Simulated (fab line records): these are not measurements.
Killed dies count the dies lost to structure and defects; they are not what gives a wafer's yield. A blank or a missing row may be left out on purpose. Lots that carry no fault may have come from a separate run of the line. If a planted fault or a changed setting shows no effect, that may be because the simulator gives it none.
Split-lot trial -- flow gf180mcu -- 23 wafers read across 5 lots, on a route 602 steps long

## ON THE SPLIT
At GF_PSD_EXPOSE_04 (exposes mask Pplus, target cd 400 nm), the setting dose mj was moved away from the recipe's 140 on 8 of the 23 wafers read, by -4.6% to +6.2%. For the rest of the wafers, this setting stayed at what the recipe calls for.

## FROM THE SPLIT TO THE READING: what the file shows between them, 2 steps
- GF_PSD_PEB_05
- GF_PSD_DEVELOP_06: develop time 57.92 s

## THE READING
At GF_PSD_CD_MEAS_07: cd nm in nanometres, against a target cd of 400 nm. A value of 399.7 nm with a standard deviation of 2.8 nm is what fault-free wafers of this fab line usually give.

wafer,"tool, chamber at the split",dose mj as run,against the recipe,"cd nm, nm",against lot-mates on the recipe
L074.1,"iline stepper-02, 0",140,recipe,397.5,-
L074.2,"iline stepper-02, 0",144.6,+3.3%,406.3,+9.4
L074.3,"iline stepper-02, 0",140,recipe,396.3,-
L074.5,"iline stepper-02, 0",144.6,+3.3%,408.3,+11.4
L074.6,"iline stepper-02, 0",144.6,+3.3%,404.6,+7.7
L075.2,"iline stepper-01, 0",140,recipe,402.3,-
L075.4,"iline stepper-01, 0",140,recipe,402.7,-
L075.5,"iline stepper-01, 0",140,recipe,402.8,-
L082.2,"iline stepper-02, 0",140,recipe,397.5,-
L082.3,"iline stepper-02, 0",140,recipe,399.4,-
L082.4,"iline stepper-02, 0",133.6,-4.6%,386.8,-11.6
L082.5,"iline stepper-02, 0",133.6,-4.6%,388.4,-10.1
L082.6,"iline stepper-02, 0",133.6,-4.6%,388.3,-10.1
L083.1,"iline stepper-01, 0",148.7,+6.2%,414.8,+17.5
L083.2,"iline stepper-01, 0",140,recipe,396.4,-
L083.3,"iline stepper-01, 0",140,recipe,396.6,-
L083.4,"iline stepper-01, 0",140,recipe,398.8,-
L083.5,"iline stepper-01, 0",148.7,+6.2%,413.1,+15.8
L085.1,"iline stepper-02, 0",140,recipe,401.3,-
L085.2,"iline stepper-02, 0",140,recipe,401.9,-
L085.3,"iline stepper-02, 0",140,recipe,400.8,-
L085.5,"iline stepper-02, 0",140,recipe,400.5,-
L085.6,"iline stepper-02, 0",140,recipe,397.9,-

THE FIT
A straight line over all 23 wafers: cd nm changes by +2.38 nm for each +1% of dose mj; r = +0.95; the points scatter about the line by 2.1 nm.
The same after taking each lot's own level away (the mean of its wafers on the recipe; 23 wafers): +2.57 nm for each +1%; r = +0.99; scatter 1.2 nm.
According to that fit, moving dose mj by its largest amount changes the reading by 16 nm.
The lots' own levels span 396.90 to 402.60 nm, that is 2.0 times the standard deviation above.
Consequently the slope shifts little with the lot-to-lot level, the two slopes agreeing.
Check: with one of the wafers moved furthest among these (+6.2%) left out of the fit, the line predicts +16 nm for it against its lot-mates. Against them it came out at +17.5 nm.

## OTHER SPLITS APPLIED TO THESE WAFERS
These wafers also went through other splits before the reading. Each is held against what the fit with the lots' levels taken away leaves over:
other split on the same wafers,wafers away from the commonest value,r with cd nm (lot level and that fit taken away)
GF_VT_IMPLANT_IMPLANT_30 energy kev,11,-0.31
GF_VT_IMPLANT_IMPLANT_41 energy kev,8,-0.19
GF_DUAL_GATE_OXIDATION_02 temp c,18,-0.09
GF_DUAL_GATE_STRIP_13 power w,8,+0.16
GF_HV_LDD_DEVELOP_06 develop time s,9,-0.27
GF_HV_LDD_IMPLANT_21 energy kev,5,-0.03
GF_HV_LDD_EXPOSE_28 dose mj,6,+0.02
GF_NSD_COAT_02 resist thk nm,5,-0.26
GF_NSD_DEVELOP_06 develop time s,10,+0.05

## THE WHOLE CHAIN: every reading that the file lists as answering this split, in the file's order
step,what it does,reading,change (the file's fit),r (the file's)
GF_PSD_DEVELOP_06,develop time 57.92 s,"PSD.cd nm (the simulator's own value, which no gauge read)",+2.6 nm for each +1% of the setting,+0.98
GF_PSD_CD_MEAS_07,target cd 400 nm,cd nm,+2.61 nm for each +1% of the setting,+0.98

## THE FILE'S OWN FIT
cd nm changes by +2.61 nm for each +1% of dose mj, r = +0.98.
